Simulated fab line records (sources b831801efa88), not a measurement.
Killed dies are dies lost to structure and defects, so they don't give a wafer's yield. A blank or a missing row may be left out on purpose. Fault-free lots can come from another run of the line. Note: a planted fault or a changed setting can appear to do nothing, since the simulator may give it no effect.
Chamber matching | flow gf180mcu | GF_V4_CMP_04 on cmp-01 has 4 sister chambers
The step polishes SiO2. 30 wafers are shown with their chamber, then 12 later ones without.

## WAFERS, EACH WITH ITS CHAMBER
wafer  | chamber | motor_current_A (A) | time_to_endpoint_s (s)
L075.1 | 3       | 13.5                | 81
L075.3 | 2       | 12.2                | 74
L075.4 | 1       | 10.6                | 85
L078.1 | 3       | 12.8                | 73
L078.4 | 2       | 12.2                | 82
L078.6 | 3       | 12.6                | 82
L080.3 | 2       | 12.5                | 73
L080.5 | 1       | 10.3                | 83
L080.6 | 2       | 11.8                | 82
L081.4 | 1       | 10.0                | 74
L081.5 | 3       | 12.9                | 77
L081.6 | 2       | 12.1                | 72
L084.1 | 2       | 12.6                | 71
L084.5 | 2       | 12.3                | 86
L084.6 | 3       | 13.1                | 83
L085.3 | 0       | 12.6                | 91
L085.5 | 1       | 10.9                | 78
L085.6 | 2       | 12.1                | 91
L086.1 | 3       | 13.4                | 72
L086.2 | 2       | 11.9                | 79
L086.6 | 3       | 12.4                | 85
L088.3 | 3       | 13.4                | 75
L088.5 | 1       | 11.0                | 75
L088.6 | 2       | 12.6                | 84
L089.2 | 0       | 12.4                | 83
L089.3 | 1       | 10.8                | 71
L089.5 | 0       | 12.2                | 84
L091.2 | 3       | 13.3                | 78
L091.5 | 2       | 12.5                | 83
L091.6 | 3       | 12.4                | 82

SIGNATURES (averages over the wafers above)
reading            | chamber 0 | chamber 1 | chamber 2 | chamber 3 | scatter within a chamber
motor_current_A    | 12.400    | 10.600    | 12.255    | 12.980    | 0.349
time_to_endpoint_s | 86.00     | 77.67     | 79.73     | 78.80     | 5.5
Rule: for each reading, subtract the chamber's mean from the wafer's reading, divide by that reading's scatter and square the result; add these up over the readings and take the root, which gives the wafer's distance from the chamber. The wafer belongs to the nearest chamber; if the next one is less than 2 further off, it can't be placed. The scatter: the root of (the sum of the squares of (reading less its chamber's mean) over the shown wafers, divided by (wafers less chambers)).

## WAFERS WITH NO CHAMBER GIVEN
wafer  | motor_current_A (A) | time_to_endpoint_s (s)
L092.1 | 10.6                | 77
L092.2 | 12.3                | 77
L092.5 | 13.4                | 79
L094.4 | 12.1                | 78
L094.5 | 12.4                | 79
L094.6 | 13.0                | 81
L096.1 | 11.3                | 67
L096.2 | 11.8                | 77
L096.3 | 11.9                | 69
L097.1 | 13.3                | 81
L097.3 | 11.2                | 78
L097.5 | 10.5                | 83

## CHAMBER TAKEN BY EACH
wafer  | from the rows above               | in truth
L092.1 | 1                                 | 1
L092.2 | can't be placed: 2 or 0 or 3      | 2
L092.5 | can't be placed: 3 or 0           | 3
L094.4 | can't be placed: 2 or 0 or 3      | 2
L094.5 | can't be placed: 2 or 0 or 3      | 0
L094.6 | can't be placed: 3 or 0 or 2      | 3
L096.1 | can't be placed: 1 or 2 or 0      | 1
L096.2 | can't be placed: 2 or 0           | 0
L096.3 | can't be placed: 2 or 0 or 3 or 1 | 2
L097.1 | can't be placed: 3 or 0           | 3
L097.3 | can't be placed: 1 or 2           | 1
L097.5 | 1                                 | 1
Placed correctly: 2 of 12. From these rows, 10 cannot be placed; in 10 the true chamber is one of the candidates. Wrongly placed: 0.
